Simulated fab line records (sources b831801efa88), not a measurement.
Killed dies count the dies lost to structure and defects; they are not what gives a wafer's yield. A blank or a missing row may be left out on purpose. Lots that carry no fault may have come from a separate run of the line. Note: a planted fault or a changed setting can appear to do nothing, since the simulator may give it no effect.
fab line records + flow gf180mcu
[record]
- lots = 15
- wafers = 45
- last_day = 34
route steps=602 shown M2@378 V2@403 M3@415
lots that met no fault: from a run of the same line without faults
start_h: hours from the record's opening day to when the first of the lot's shown wafers began + wait_h: hours from the lot's prior step to this one + " same as the row above + L1.1+2: several wafers, shown together as one row + - no value, or no start given + * or withheld: withheld + < > ~ a bound
route shown NAME@n: names a module that has steps shown in the file, with the first one's number in the route + usual: mean/standard deviation taken from wafers without a fault + same: alike in all rows + chamber/n: place in a boat + sites: the reading at each site + _std_site: standard deviation of those values + _edge_site: outer sites' mean less inner sites' + radius_mm: for every site, how far away it sits from the centre of the wafer + mask NAME#n: copy n + behind: the last tool/chamber to shape the wafer + hold: reason for holding the lot/hours on hold/outcome of the hold + device: which transistor (n, p or np) failed to switch + end of line: tests of these same wafers at the route's end + where a step has no rows: the recipe by itself + killed: at the first sort, the dies lost to defects and structure; wafer yield is something else + map: a wafer's dies, marking killed ones x, the rest . and places with no die _
set.NAME: the setting as run; set.NAME@STEP: as run at that earlier step + model.NAME: the simulator's own value behind a step, which no gauge read
the route's steps for a sample of lots (tables are steps, rows are wafers)
services: the hour from which a tool's chamber was out of use, counted from the record's first day as start_h (under 0 if before that day), plus the number of hours and why
[[steps]]
[step GF_M2_METAL_ETCH_16]
[recipe]
- chemistry = Cl2/BCl3
- mask_material = KrF
- target_depth_nm = 627.5
- stop_on = SiO2
- pressure_mtorr = 8
- icp_w = 800
- bias_w = 140
- Cl2_flow_sccm = 80
- bcl3_flow_sccm = 40
- time_s = 99.59
[usual]
- bias_w = 140.1/0.39
- drypump_motor_current_A = 5.5/0.45
- he_backside_leak_sccm = 3.4/0.33
- oes_product_au = 0.993/0.0073
- throttle_valve_pct = 28.228/0.012
| lot.wafer | tool         | chamber | start_h | wait_h | bias_w | drypump_motor_current_A | he_backside_leak_sccm | oes_product_au | rf_hours_counter_h | throttle_valve_pct |
|-----------|--------------|---------|---------|--------|--------|-------------------------|-----------------------|----------------|--------------------|--------------------|
| L684.3    | rie_metal-01 | 1       | 484.75  | 0.1    | 139.2  | 4.9                     | 3.7                   | 0.989          | -                  | 28.225             |
| L684.4    | "            | 0       | "       | "      | 139.9  | 5.6                     | 3.4                   | 1.010          | -                  | 28.209             |
| L684.5    | "            | 1       | "       | "      | 139.5  | 4.9                     | 3.8                   | 0.991          | -                  | 28.251             |
| L685.1    | rie_metal-01 | 0       | 499.86  | 0.0    | 140.0  | 5.6                     | 3.5                   | 0.993          | 5                  | 28.232             |
| L685.5    | "            | 0       | "       | "      | 140.5  | 5.6                     | 3.5                   | 1.002          | -                  | 28.207             |
| L685.6    | "            | 1       | "       | "      | 140.2  | 4.9                     | 3.5                   | 0.996          | -                  | 28.234             |
| L686.1    | rie_metal-02 | 1       | 504.38  | 0.0    | 139.8  | 5.7                     | 3.3                   | 0.992          | 11                 | 28.254             |
| L686.3    | "            | 0       | "       | "      | 139.7  | 5.3                     | 3.4                   | 0.989          | -                  | 28.220             |
| L686.6    | "            | 1       | "       | "      | 140.2  | 5.7                     | 3.3                   | 0.996          | -                  | 28.227             |
| L687.3    | rie_metal-02 | 0       | 508.79  | 0.1    | 140.3  | 5.3                     | 3.7                   | 0.998          | -                  | 28.233             |
| L687.5    | "            | 0       | "       | "      | 140.2  | 5.3                     | 3.7                   | 1.006          | -                  | 28.224             |
| L687.6    | "            | 1       | "       | "      | 140.5  | 5.7                     | 3.3                   | 0.985          | -                  | 28.232             |
| L688.1    | rie_metal-02 | 1       | 528.63  | 0.0    | 140.0  | 5.7                     | 3.2                   | 0.979          | 12                 | 28.244             |
| L688.2    | "            | 0       | "       | "      | 140.0  | 5.3                     | 3.3                   | 0.989          | 12                 | 28.229             |
| L688.5    | "            | 1       | "       | "      | 140.5  | 5.7                     | 3.3                   | 0.983          | -                  | 28.234             |
| L689.3    | rie_metal-04 | 1       | 529.15  | 0.1    | 140.7  | 5.2                     | 3.3                   | 0.987          | -                  | 28.214             |
| L689.5    | "            | 1       | "       | "      | 140.6  | 5.2                     | 3.2                   | 0.990          | -                  | 28.239             |
| L689.6    | "            | 0       | "       | "      | 139.6  | 6.6                     | 3.3                   | 0.982          | -                  | 28.243             |
| L690.3    | rie_metal-01 | 1       | 540.50  | 0.1    | 140.0  | 4.9                     | 3.6                   | 0.988          | -                  | 28.239             |
| L690.5    | "            | 0       | "       | "      | 140.0  | 5.6                     | 3.5                   | 1.002          | -                  | 28.205             |
| L690.6    | "            | 1       | "       | "      | 139.4  | 4.9                     | 3.7                   | 0.988          | -                  | 28.231             |
| L692.2    | rie_metal-02 | 0       | 555.10  | 0.1    | 140.1  | 5.3                     | 3.9                   | 0.993          | -                  | 28.231             |
| L692.3    | "            | 0       | "       | "      | 139.9  | 5.2                     | 3.3                   | 1.001          | -                  | 28.216             |
| L692.4    | "            | 0       | "       | "      | 140.0  | 5.3                     | 3.6                   | 0.994          | -                  | 28.231             |
| L693.1    | rie_metal-01 | 1       | 565.36  | 0.0    | 140.1  | 4.9                     | 3.6                   | 0.999          | 9                  | 28.223             |
| L693.2    | "            | 0       | "       | "      | 139.4  | 5.6                     | 3.6                   | 1.004          | 7                  | 28.209             |
| L693.5    | "            | 0       | "       | "      | 139.6  | 5.6                     | 3.6                   | 0.990          | -                  | 28.232             |
| L694.1    | rie_metal-04 | 1       | 568.76  | 0.0    | 139.7  | 5.2                     | 3.3                   | 0.997          | 5                  | 28.236             |
| L694.2    | "            | 1       | "       | "      | 140.2  | 5.2                     | 3.2                   | 0.996          | -                  | 28.214             |
| L694.5    | "            | 1       | "       | "      | 140.0  | 5.2                     | 3.3                   | 0.989          | -                  | 28.228             |
| L695.1    | rie_metal-02 | 1       | 570.71  | 0.0    | 140.4  | 5.7                     | 3.3                   | 0.998          | 0                  | 28.239             |
| L695.2    | "            | 1       | "       | "      | 140.9  | 5.7                     | 3.2                   | 1.002          | -                  | 28.216             |
| L695.6    | "            | 1       | "       | "      | 140.0  | 5.7                     | 3.2                   | 0.994          | -                  | 28.233             |
| L696.1    | rie_metal-02 | 1       | 584.90  | 0.0    | 139.9  | 5.7                     | 3.3                   | 0.991          | 1                  | 28.215             |
| L696.3    | "            | 1       | "       | "      | 140.0  | 5.7                     | 3.3                   | 0.995          | -                  | 28.239             |
| L696.4    | "            | 1       | "       | "      | 139.9  | 5.7                     | 3.4                   | 0.985          | -                  | 28.247             |
| L700.1    | rie_metal-01 | 1       | 614.78  | 0.0    | 139.5  | 4.9                     | 3.4                   | 0.987          | 10                 | 28.219             |
| L700.4    | "            | 1       | "       | "      | 140.2  | 4.9                     | 3.4                   | 0.987          | -                  | 28.227             |
| L700.6    | "            | 1       | "       | "      | 139.7  | 4.9                     | 3.4                   | 0.988          | -                  | 28.241             |
| L701.1    | rie_metal-01 | 1       | 622.05  | 0.0    | 139.9  | 4.9                     | 3.2                   | 0.993          | 10                 | 28.231             |
| L701.3    | "            | 1       | "       | "      | 140.2  | 4.9                     | 3.7                   | 0.992          | -                  | 28.229             |
| L701.5    | "            | 0       | "       | "      | 140.3  | 5.6                     | 3.4                   | 0.996          | -                  | 28.219             |
| L702.2    | rie_metal-04 | 1       | 627.16  | 0.0    | 140.2  | 5.2                     | 3.3                   | 0.994          | 6                  | 28.229             |
| L702.4    | "            | 1       | "       | "      | 140.4  | 5.2                     | 3.2                   | 0.989          | -                  | 28.244             |
| L702.5    | "            | 1       | "       | "      | 140.1  | 5.2                     | 3.3                   | 0.998          | -                  | 28.228             |
[step GF_M2_STRIP_17]
[recipe]
- chemistry = O2/N2
- power_w = 1400
- pressure_mtorr = 1500
- platen_temp_c = 250
- o2_flow_sccm = 3000
- n2_flow_sccm = 300
- overash_fraction = 0.5
[usual]
- drypump_motor_current_A = 6.0/0.5
- heater_power_w = 328/41
- oes_product_au = 0.563/0.0047
- strip_time_to_endpoint_s = 8.00/0.051
| lot.wafer | tool            | chamber | start_h | wait_h | drypump_motor_current_A | heater_power_w | oes_product_au | rf_hours_counter_h | strip_time_to_endpoint_s |
|-----------|-----------------|---------|---------|--------|-------------------------|----------------|----------------|--------------------|--------------------------|
| L684.3    | plasma_asher-04 | 0       | 484.85  | 0.1    | 5.4                     | 266            | 0.567          | -                  | 8.05                     |
| L684.4    | "               | 1       | "       | "      | 5.6                     | 356            | 0.565          | -                  | 7.97                     |
| L684.5    | "               | 1       | "       | "      | 5.6                     | 350            | 0.565          | -                  | 8.06                     |
| L685.1    | plasma_asher-03 | 1       | 499.97  | 0.1    | 5.7                     | 272            | 0.558          | 7                  | 7.96                     |
| L685.5    | "               | 1       | "       | "      | 5.7                     | 270            | 0.566          | -                  | 7.99                     |
| L685.6    | "               | 0       | "       | "      | 5.8                     | 357            | 0.566          | -                  | 8.00                     |
| L686.1    | plasma_asher-02 | 0       | 504.49  | 0.1    | 6.8                     | 354            | 0.567          | 84                 | 8.12                     |
| L686.3    | "               | 0       | "       | "      | 6.8                     | 352            | 0.566          | -                  | 8.07                     |
| L686.6    | "               | 0       | "       | "      | 6.8                     | 356            | 0.567          | -                  | 8.10                     |
| L687.3    | plasma_asher-03 | 1       | 508.90  | 0.1    | 5.7                     | 275            | 0.563          | -                  | 8.04                     |
| L687.5    | "               | 1       | "       | "      | 5.7                     | 271            | 0.563          | -                  | 8.05                     |
| L687.6    | "               | 0       | "       | "      | 5.8                     | 363            | 0.564          | -                  | 8.09                     |
| L688.1    | plasma_asher-03 | 1       | 528.74  | 0.1    | 5.7                     | 271            | 0.555          | 10                 | 8.06                     |
| L688.2    | "               | 0       | "       | "      | 5.8                     | 366            | 0.563          | 10                 | 8.05                     |
| L688.5    | "               | 1       | "       | "      | 5.7                     | 266            | 0.565          | -                  | 8.06                     |
| L689.3    | plasma_asher-02 | 0       | 529.25  | 0.1    | 6.8                     | 358            | 0.557          | -                  | 7.98                     |
| L689.5    | "               | 0       | "       | "      | 6.8                     | 359            | 0.562          | -                  | 7.99                     |
| L689.6    | "               | 1       | "       | "      | 6.5                     | 360            | 0.558          | -                  | 8.04                     |
| L690.3    | plasma_asher-02 | 1       | 540.60  | 0.1    | 6.5                     | 361            | 0.570          | -                  | 8.07                     |
| L690.5    | "               | 0       | "       | "      | 6.8                     | 361            | 0.567          | -                  | 7.96                     |
| L690.6    | "               | 1       | "       | "      | 6.5                     | 357            | 0.562          | -                  | 8.03                     |
| L692.2    | plasma_asher-04 | 1       | 555.28  | 0.2    | 5.6                     | 351            | 0.566          | 47                 | 7.99                     |
| L692.3    | "               | 0       | "       | "      | 5.5                     | 267            | 0.567          | -                  | 8.00                     |
| L692.4    | "               | 1       | "       | "      | 5.6                     | 357            | 0.557          | -                  | 8.01                     |
| L693.1    | plasma_asher-04 | 0       | 565.47  | 0.1    | 5.4                     | 274            | 0.570          | 48                 | 7.97                     |
| L693.2    | "               | 1       | "       | "      | 5.6                     | 352            | 0.552          | 48                 | 7.87                     |
| L693.5    | "               | 0       | "       | "      | 5.4                     | 272            | 0.567          | -                  | 7.89                     |
| L694.1    | plasma_asher-02 | 1       | 568.98  | 0.2    | 6.5                     | 359            | 0.568          | 89                 | 8.01                     |
| L694.2    | "               | 0       | "       | "      | 6.8                     | 359            | 0.572          | 89                 | 8.01                     |
| L694.5    | "               | 1       | "       | "      | 6.5                     | 363            | 0.559          | -                  | 7.97                     |
| L695.1    | plasma_asher-03 | 1       | 570.93  | 0.2    | 5.7                     | 264            | 0.557          | 15                 | 7.94                     |
| L695.2    | "               | 0       | "       | "      | 5.8                     | 358            | 0.567          | 15                 | 7.97                     |
| L695.6    | "               | 1       | "       | "      | 5.7                     | 270            | 0.563          | -                  | 7.98                     |
| L696.1    | plasma_asher-02 | 1       | 585.13  | 0.2    | 6.5                     | 355            | 0.558          | 91                 | 7.97                     |
| L696.3    | "               | 0       | "       | "      | 6.8                     | 359            | 0.567          | -                  | 7.99                     |
| L696.4    | "               | 1       | "       | "      | 6.5                     | 358            | 0.569          | -                  | 8.02                     |
| L700.1    | plasma_asher-04 | 0       | 614.89  | 0.1    | 5.4                     | 264            | 0.562          | 53                 | 8.01                     |
| L700.4    | "               | 1       | "       | "      | 5.6                     | 357            | 0.559          | -                  | 7.98                     |
| L700.6    | "               | 1       | "       | "      | 5.5                     | 347            | 0.565          | -                  | 8.07                     |
| L701.1    | plasma_asher-02 | 1       | 622.17  | 0.1    | 6.5                     | 356            | 0.569          | 95                 | 8.02                     |
| L701.3    | "               | 0       | "       | "      | 6.8                     | 348            | 0.562          | -                  | 8.01                     |
| L701.5    | "               | 1       | "       | "      | 6.5                     | 355            | 0.559          | -                  | 7.92                     |
| L702.2    | plasma_asher-02 | 0       | 627.27  | 0.1    | 6.8                     | 351            | 0.565          | 95                 | 8.00                     |
| L702.4    | "               | 0       | "       | "      | 6.8                     | 352            | 0.556          | -                  | 7.99                     |
| L702.5    | "               | 0       | "       | "      | 6.8                     | 359            | 0.559          | -                  | 7.97                     |
[step GF_V2_SPUTTER_21]
[recipe]
- material = Ti
- target_thk_nm = 15
- chamber_pressure_pa = 5
- power_w = 2500
- substrate_temp_c = 200
- time_s = 80.02
[usual]
- cathode_dc_power_W = 2500.0/0.42
- chamber_pressure_pa = 4.999/0.0093
- throttle_valve_pct = 29.7/0.97
| lot.wafer | tool           | chamber | start_h | wait_h | cathode_dc_power_W | chamber_pressure_pa | throttle_valve_pct |
|-----------|----------------|---------|---------|--------|--------------------|---------------------|--------------------|
| L684.3    | pvd_sputter-04 | -       | 510.23  | 0.0    | 2500.3             | 5.007               | 30.3               |
| L684.4    | "              | -       | "       | "      | 2499.9             | 5.008               | 29.3               |
| L684.5    | "              | -       | "       | "      | 2500.7             | 5.011               | 30.4               |
| L685.1    | pvd_sputter-01 | -       | 524.58  | 0.0    | 2500.1             | 5.004               | 28.4               |
| L685.5    | "              | -       | "       | "      | 2500.6             | 4.986               | 28.8               |
| L685.6    | "              | -       | "       | "      | 2500.5             | 4.982               | 29.2               |
| L686.1    | pvd_sputter-03 | -       | 530.24  | 0.0    | 2500.6             | 5.004               | 30.4               |
| L686.3    | "              | -       | "       | "      | 2499.5             | 4.987               | 32.1               |
| L686.6    | "              | -       | "       | "      | 2500.0             | 4.993               | 32.3               |
| L687.3    | pvd_sputter-04 | -       | 534.14  | 0.0    | 2499.4             | 5.003               | 30.6               |
| L687.5    | "              | -       | "       | "      | 2499.8             | 5.011               | 29.3               |
| L687.6    | "              | -       | "       | "      | 2499.5             | 5.007               | 30.7               |
| L688.1    | pvd_sputter-03 | -       | 553.73  | 0.0    | 2499.5             | 5.013               | 28.9               |
| L688.2    | "              | -       | "       | "      | 2499.7             | 5.004               | 30.2               |
| L688.5    | "              | -       | "       | "      | 2500.0             | 5.006               | 30.1               |
| L689.3    | pvd_sputter-01 | -       | 554.38  | 0.0    | 2500.3             | 5.004               | 28.6               |
| L689.5    | "              | -       | "       | "      | 2500.0             | 5.005               | 28.3               |
| L689.6    | "              | -       | "       | "      | 2500.1             | 4.990               | 29.7               |
| L690.3    | pvd_sputter-04 | -       | 565.03  | 0.0    | 2499.5             | 5.007               | 30.2               |
| L690.5    | "              | -       | "       | "      | 2500.2             | 4.988               | 29.2               |
| L690.6    | "              | -       | "       | "      | 2499.9             | 4.991               | 30.6               |
| L692.2    | pvd_sputter-01 | -       | 579.18  | 0.0    | 2499.7             | 5.003               | 28.9               |
| L692.3    | "              | -       | "       | "      | 2500.2             | 4.997               | 28.5               |
| L692.4    | "              | -       | "       | "      | 2500.3             | 5.002               | 30.1               |
| L693.1    | pvd_sputter-01 | -       | 588.99  | 0.0    | -                  | -                   | -                  |
| L693.2    | "              | -       | "       | "      | -                  | -                   | -                  |
| L693.5    | "              | -       | "       | "      | -                  | -                   | -                  |
| L694.1    | pvd_sputter-01 | -       | 592.64  | 0.0    | -                  | -                   | -                  |
| L694.2    | "              | -       | "       | "      | -                  | -                   | -                  |
| L694.5    | "              | -       | "       | "      | -                  | -                   | -                  |
| L695.1    | pvd_sputter-01 | -       | 593.95  | 0.0    | -                  | -                   | -                  |
| L695.2    | "              | -       | "       | "      | -                  | -                   | -                  |
| L695.6    | "              | -       | "       | "      | -                  | -                   | -                  |
| L696.1    | pvd_sputter-01 | -       | 608.60  | 0.0    | 2500.2             | 5.005               | 29.0               |
| L696.3    | "              | -       | "       | "      | 2500.3             | 5.018               | 28.5               |
| L696.4    | "              | -       | "       | "      | 2500.3             | 4.994               | 29.9               |
| L700.1    | pvd_sputter-04 | -       | 636.84  | 0.0    | 2500.7             | 5.016               | 30.6               |
| L700.4    | "              | -       | "       | "      | 2500.7             | 4.995               | 29.4               |
| L700.6    | "              | -       | "       | "      | 2500.3             | 5.000               | 30.2               |
| L701.1    | pvd_sputter-04 | -       | 643.89  | 0.0    | 2499.7             | 5.005               | 30.6               |
| L701.3    | "              | -       | "       | "      | 2499.8             | 5.006               | 29.9               |
| L701.5    | "              | -       | "       | "      | 2500.8             | 4.988               | 29.3               |
| L702.2    | pvd_sputter-01 | -       | 649.48  | 0.0    | 2499.5             | 5.001               | 30.0               |
| L702.4    | "              | -       | "       | "      | 2499.7             | 4.984               | 29.7               |
| L702.5    | "              | -       | "       | "      | 2499.9             | 5.011               | 29.6               |
[step GF_M3_THK_MEAS_06]
[recipe]
- thk_meas_gauge = xrf
- reads = AlCu_of_M3_SPUTTER_02
[usual]
- M3_ALCU_THK = 460/4.8
| lot.wafer | tool          | chamber | start_h | wait_h | M3_ALCU_THK[nm] |
|-----------|---------------|---------|---------|--------|-----------------|
| L684.3    | film_metro-03 | -       | 511.28  | 0.1    | 467             |
| L684.4    | "             | -       | "       | "      | 460             |
| L684.5    | "             | -       | "       | "      | 464             |
| L685.1    | film_metro-03 | -       | 525.62  | 0.1    | 461             |
| L685.5    | "             | -       | "       | "      | 458             |
| L685.6    | "             | -       | "       | "      | 455             |
| L686.1    | film_metro-03 | -       | 531.27  | 0.1    | 459             |
| L686.3    | "             | -       | "       | "      | 452             |
| L686.6    | "             | -       | "       | "      | 465             |
| L687.3    | film_metro-03 | -       | 535.20  | 0.1    | 460             |
| L687.5    | "             | -       | "       | "      | 460             |
| L687.6    | "             | -       | "       | "      | 459             |
| L688.1    | film_metro-03 | -       | 554.78  | 0.1    | 459             |
| L688.2    | "             | -       | "       | "      | 459             |
| L688.5    | "             | -       | "       | "      | 462             |
| L689.3    | film_metro-04 | -       | 555.43  | 0.1    | 468             |
| L689.5    | "             | -       | "       | "      | 465             |
| L689.6    | "             | -       | "       | "      | 458             |
| L690.3    | film_metro-04 | -       | 566.08  | 0.1    | 461             |
| L690.5    | "             | -       | "       | "      | 459             |
| L690.6    | "             | -       | "       | "      | 460             |
| L692.2    | film_metro-03 | -       | 580.27  | 0.1    | 465             |
| L692.3    | "             | -       | "       | "      | 457             |
| L692.4    | "             | -       | "       | "      | 461             |
| L696.1    | film_metro-03 | -       | 609.63  | 0.1    | 462             |
| L696.3    | "             | -       | "       | "      | 458             |
| L696.4    | "             | -       | "       | "      | 458             |
| L700.1    | film_metro-01 | -       | 637.87  | 0.1    | 467             |
| L700.4    | "             | -       | "       | "      | 460             |
| L700.6    | "             | -       | "       | "      | 466             |
| L701.1    | film_metro-04 | -       | 644.93  | 0.1    | 472             |
| L701.3    | "             | -       | "       | "      | 467             |
| L701.5    | "             | -       | "       | "      | 468             |
| L702.2    | film_metro-03 | -       | 650.52  | 0.1    | 452             |
| L702.4    | "             | -       | "       | "      | 460             |
| L702.5    | "             | -       | "       | "      | 459             |
[[services]]
| tool            | chamber | start_h | hours | kind           |
|-----------------|---------|---------|-------|----------------|
| rie_metal-02    | -       | 479.02  | 0.1   | repair         |
| pvd_sputter-04  | -       | 482.27  | 6.6   | repair         |
| plasma_asher-03 | -       | 488.28  | 3.0   | repair         |
| pvd_sputter-03  | -       | 488.34  | 3.2   | repair         |
| pvd_sputter-04  | -       | 513.08  | 6.4   | repair         |
| plasma_asher-04 | -       | 525.43  | 10.4  | pm             |
| pvd_sputter-01  | -       | 532.12  | 3.2   | repair         |
| rie_metal-02    | 1       | 537.29  | -     | clean          |
| rie_metal-02    | 1       | 537.29  | 24.5  | scheduled_down |
| rie_metal-02    | 1       | 537.29  | 24.5  | vent_cycle     |
| plasma_asher-02 | -       | 541.26  | 15.6  | pm             |
| pvd_sputter-01  | -       | 548.85  | 2.0   | repair         |
| rie_metal-02    | 0       | 559.43  | 10.4  | repair         |
| rie_metal-02    | 0       | 569.84  | -     | clean          |
| rie_metal-02    | 0       | 569.84  | 27.0  | scheduled_down |
| rie_metal-02    | 0       | 569.84  | 27.0  | vent_cycle     |
| plasma_asher-04 | -       | 571.17  | 4.1   | repair         |
| rie_metal-04    | 1       | 595.40  | 9.0   | repair         |
| pvd_sputter-01  | -       | 612.34  | 6.5   | repair         |
| pvd_sputter-03  | -       | 622.29  | 23.7  | repair         |
| pvd_sputter-01  | -       | 623.78  | 6.4   | repair         |
| rie_metal-04    | -       | 630.39  | 1.0   | repair         |
| pvd_sputter-04  | -       | 636.98  | 5.3   | repair         |
| plasma_asher-03 | -       | 637.10  | 18.0  | repair         |
[[key]]
[first_sign]
- step = GF_V2_SPUTTER_21
- reading = tool_record
- direction = missing
effect none on later readings
met_at GF_V2_SPUTTER_21
struck_lots L693,L694,L695
later_rows_left_out L693.1,L693.2,L693.5,L694.1,L694.2,L694.5,L695.1,L695.2,L695.6
sort_left_out L693.1,L693.2,L693.5,L694.1,L694.2,L694.5,L695.1,L695.2,L695.6
not_acting_at GF_M2_METAL_ETCH_16,GF_M2_STRIP_17,GF_M3_THK_MEAS_06
onset_between 579.18 588.99
[fault]
- kind = skipped_step_whole
- tool = pvd_sputter-01
- chamber = -
- onset_h = 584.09
- steps = GF_V2_SPUTTER_21
- scope = struck_lots_only
// sort_left_out: the simulated sort isn't trusted on such a fault, so these wafers' sort isn't shown, and their yield isn't known
// later_rows_left_out: the simulator's readings of these wafers behind a module that went badly wrong aren't trusted and aren't shown, but for the sort
